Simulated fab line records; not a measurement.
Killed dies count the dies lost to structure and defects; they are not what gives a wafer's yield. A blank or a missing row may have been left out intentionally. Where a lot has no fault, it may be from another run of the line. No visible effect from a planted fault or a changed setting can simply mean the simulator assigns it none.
What tool caused it?    flow gf180mcu    36 wafers from 12 lots sampled at 5 of the route's 602 steps

== WHAT THE GAUGES SHOWED, per wafer ==
GF_V2_THK_MEAS_01. Usual: V2_CVD_00_THK gives 598 nm (standard deviation 5.7).
lot   measured      on            V2_CVD_00_THK (nm)  flag
L747  day 19 08:08  filmMetro-04  606 606 600         
L749  day 19 20:42  filmMetro-02  592 587 597         
L750  day 20 05:53  filmMetro-01  597 601 597         
L751  day 20 19:11  filmMetro-02  595 598 601         
L752  day 21 05:58  filmMetro-04  590 601 596         
L753  day 21 15:16  filmMetro-01  597 601 596         
L754  day 21 21:14  filmMetro-04  595 604 596         
L757  day 23 00:28  filmMetro-01  598 594 593         
L758  day 23 04:59  filmMetro-02  595 595 603         
L759  day 23 18:50  filmMetro-01  598 601 596         
L762  day 24 18:28  filmMetro-02  607 604 602         
L767  day 26 06:10  filmMetro-04  593 587 590         

GF_V2_THK_MEAS_03. Usual: V2_CVD_02_THK gives 851 nm (standard deviation 11).
lot   measured      on            V2_CVD_02_THK (nm)  flag
L747  day 19 08:16  filmMetro-02  846 840 845         
L749  day 19 20:50  filmMetro-01  848 854 850         
L750  day 20 06:00  filmMetro-01  838 828 833         
L751  day 20 19:19  filmMetro-04  849 861 866         
L752  day 21 06:05  filmMetro-01  845 843 852         
L753  day 21 15:23  filmMetro-01  847 863 854         
L754  day 21 21:22  filmMetro-01  843 867 852         
L757  day 23 00:36  filmMetro-02  845 875 864         
L758  day 23 05:07  filmMetro-02  846 843 850         
L759  day 23 18:58  filmMetro-04  841 857 850         
L762  day 24 18:35  filmMetro-01  858 862 750         
L767  day 26 06:18  filmMetro-01  850 848 841         

== WHICH TOOL RAN EACH LOT (tool, then ch and the chambers of the sampled wafers, then the start) ==
lot   GF_V1_CMP_26                   GF_M2_SPUTTER_00             GF_V2_CVD_02
L747  cmp-02 ch 0,1,2, day 18 07:10  pvdSputter-02, day 18 07:25  pecvd-03 ch 0,1,2, day 19 08:11
L749  cmp-02 ch 0,1,2, day 18 19:58  pvdSputter-02, day 18 20:07  pecvd-02 ch 0,1,2, day 19 20:44
L750  cmp-02 ch 0,1,3, day 19 05:30  pvdSputter-02, day 19 05:48  pecvd-02 ch 0,1,2, day 20 05:56
L751  cmp-02 ch 0,3, day 19 17:51    pvdSputter-04, day 19 18:09  pecvd-02 ch 0,1,2, day 20 19:14
L752  cmp-01 ch 0,1,3, day 20 04:51  pvdSputter-04, day 20 05:09  pecvd-03 ch 1,2, day 21 06:01
L753  cmp-01 ch 2,3, day 20 13:37    pvdSputter-02, day 20 13:55  pecvd-01 ch 0,2, day 21 15:19
L754  cmp-02 ch 0,2, day 20 20:12    pvdSputter-02, day 20 20:27  pecvd-03 ch 0,1,2, day 21 21:16
L757  cmp-02 ch 1,2,3, day 22 00:01  pvdSputter-04, day 22 00:10  pecvd-02 ch 0,1, day 23 00:32
L758  cmp-01 ch 1,2,3, day 22 04:42  pvdSputter-04, day 22 05:00  pecvd-01 ch 0,1,2, day 23 05:02
L759  cmp-01 ch 0,1, day 22 18:23    pvdSputter-02, day 22 18:41  pecvd-02 ch 0,1,2, day 23 18:53
L762  cmp-02 ch 1,2,3, day 23 19:01  pvdSputter-01, day 23 19:16  pecvd-02 ch 0,1,2, day 24 18:31
L767  cmp-02 ch 0,1,3, day 25 07:56  pvdSputter-01, day 25 08:11  pecvd-03 ch 0,1,2, day 26 06:14
- GF_V1_CMP_26: polishes, stops on SiO2, t overpolish 15 s, target thk 0 nm.
- GF_M2_SPUTTER_00: material Ti, target thk 37.5 nm, time 150 s.
- GF_V2_CVD_02: deposits SiO2 from TEOS, target thk 850 nm, time 94.851 s.

== AS READ BY THE TOOLS THEMSELVES (means over the sampled wafers that have a number; for cases with no such wafer, the mark the record gives instead) ==
GF_V1_CMP_26. Usual: motorCurrentA 11.2 A, standard deviation 0.62; overpolishRunS 14.999 s, standard deviation 0.0084; timeToEndpointS 84.0 s, standard deviation 2.3.
lot   tool    motorCurrentA (A)  overpolishRunS (s)  timeToEndpointS (s)  flag
L747  cmp-02  11.1               14.996              83.4                 
L749  cmp-02  10.9               15.002              82.8                 
L750  cmp-02  10.8               14.999              83.8                 
L751  cmp-02  11.4               15.004              81.9                 
L752  cmp-01  11.3               14.998              84.4                 
L753  cmp-01  11.7               14.995              86.5                 
L754  cmp-02  11.6               14.997              81.8                 
L757  cmp-02  10.8               15.009              82.5                 
L758  cmp-01  11.3               15.004              83.7                 
L759  cmp-01  10.9               14.997              80.0                 
L762  cmp-02  11.2               14.997              86.9                 
L767  cmp-02  11.0               15.004              84.0                 

GF_M2_SPUTTER_00. Usual: throttleValvePct 30.4 %, standard deviation 0.9.
lot   tool           throttleValvePct (%)  flag
L747  pvdSputter-02  30.8                  
L749  pvdSputter-02  30.3                  
L750  pvdSputter-02  30.6                  
L751  pvdSputter-04  31.0                  
L752  pvdSputter-04  31.4                  
L753  pvdSputter-02  30.2                  
L754  pvdSputter-02  30.4                  
L757  pvdSputter-04  31.3                  
L758  pvdSputter-04  31.0                  
L759  pvdSputter-02  30.8                  
L762  pvdSputter-01  29.8                  
L767  pvdSputter-01  29.6                  

GF_V2_CVD_02. Usual: heaterPowerW 717 W, standard deviation 130.
lot   tool      heaterPowerW (W)  flag
L747  pecvd-03  588               
L749  pecvd-02  767               
L750  pecvd-02  736               
L751  pecvd-02  712               
L752  pecvd-03  623               
L753  pecvd-01  790               
L754  pecvd-03  645               
L757  pecvd-02  877               
L758  pecvd-01  786               
L759  pecvd-02  658               
L762  pecvd-02  773               
L767  pecvd-03  700               

== THE ANSWER, worked out from the rows above alone ==
Rule: a lot is off if the mean of its wafers that have a number lies more than 3 standard deviations from the usual mean. Also off: a lot with no number at a reading for which 4 or more lots have one. Where the step has rows for the other lots, those lots are counted as sound. Order of review: gauges by route order, followed by the tools' own readings, for which a lot's mean as printed above is used. At the first step where some lot is off, the reading lying furthest off is the one used; lots without a number count as furthest.
Nothing can be told from this: no lot is off at any reading shown.

== WHAT THE SIMULATOR HAD INSERTED ==
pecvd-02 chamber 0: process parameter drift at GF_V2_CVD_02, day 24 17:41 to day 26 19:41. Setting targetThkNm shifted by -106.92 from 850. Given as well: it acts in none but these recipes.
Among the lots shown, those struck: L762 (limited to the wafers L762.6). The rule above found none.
